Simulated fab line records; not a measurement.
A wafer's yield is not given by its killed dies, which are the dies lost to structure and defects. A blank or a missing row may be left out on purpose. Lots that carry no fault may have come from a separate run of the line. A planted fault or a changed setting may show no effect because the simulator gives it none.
Matching of chambers / flow gf180mcu / 3 sister chambers for GF_V1_CVD_02 on pecvd-02
The step deposits SiO2 from TEOS, target thk 850 nm, time 94.851 s. 14 wafers are shown with their chamber, then 7 later ones without.

## WAFERS PAIRED WITH THEIR CHAMBERS
wafer=L074.1; chamber=0; heaterPowerW (W)=624
wafer=L074.2; chamber=2; heaterPowerW (W)=745
wafer=L074.3; chamber=1; heaterPowerW (W)=537
wafer=L079.3; chamber=1; heaterPowerW (W)=546
wafer=L079.4; chamber=0; heaterPowerW (W)=664
wafer=L079.5; chamber=1; heaterPowerW (W)=568
wafer=L086.1; chamber=1; heaterPowerW (W)=556
wafer=L086.2; chamber=0; heaterPowerW (W)=632
wafer=L086.6; chamber=0; heaterPowerW (W)=671
wafer=L087.1; chamber=0; heaterPowerW (W)=667
wafer=L087.2; chamber=1; heaterPowerW (W)=575
wafer=L087.6; chamber=0; heaterPowerW (W)=536
wafer=L091.1; chamber=2; heaterPowerW (W)=732
wafer=L091.2; chamber=0; heaterPowerW (W)=672

SIGNATURES (averages over the wafers above)
reading=heaterPowerW; chamber 0=638.00; chamber 1=556.40; chamber 2=738.50; scatter within a chamber=37.5
Rule: distance of a wafer from a chamber = root of the sum over the readings of ((wafer's reading minus chamber's mean) / reading's scatter) squared. The wafer belongs to the nearest chamber; if the next one is less than 2 further off, it can't be placed. The scatter: take each reading less its chamber's mean, square it, sum over the shown wafers, divide by the number of wafers less the number of chambers, and take the root.

## WAFERS MISSING THEIR CHAMBER
wafer=L091.6; heaterPowerW (W)=754
wafer=L094.1; heaterPowerW (W)=632
wafer=L094.2; heaterPowerW (W)=638
wafer=L094.3; heaterPowerW (W)=750
wafer=L095.1; heaterPowerW (W)=661
wafer=L095.2; heaterPowerW (W)=619
wafer=L095.6; heaterPowerW (W)=645

## THE CHAMBER EACH PASSED THROUGH
wafer=L091.6; from the rows above=2; in truth=2
wafer=L094.1; from the rows above=can't be placed: 0 or 1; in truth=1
wafer=L094.2; from the rows above=0; in truth=0
wafer=L094.3; from the rows above=2; in truth=2
wafer=L095.1; from the rows above=can't be placed: 0 or 2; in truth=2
wafer=L095.2; from the rows above=can't be placed: 0 or 1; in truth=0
wafer=L095.6; from the rows above=0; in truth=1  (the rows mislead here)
Placed correctly: 3 of 7. These rows do not allow placing 3 (true chamber among the candidates in 3). 1 placed wrongly.
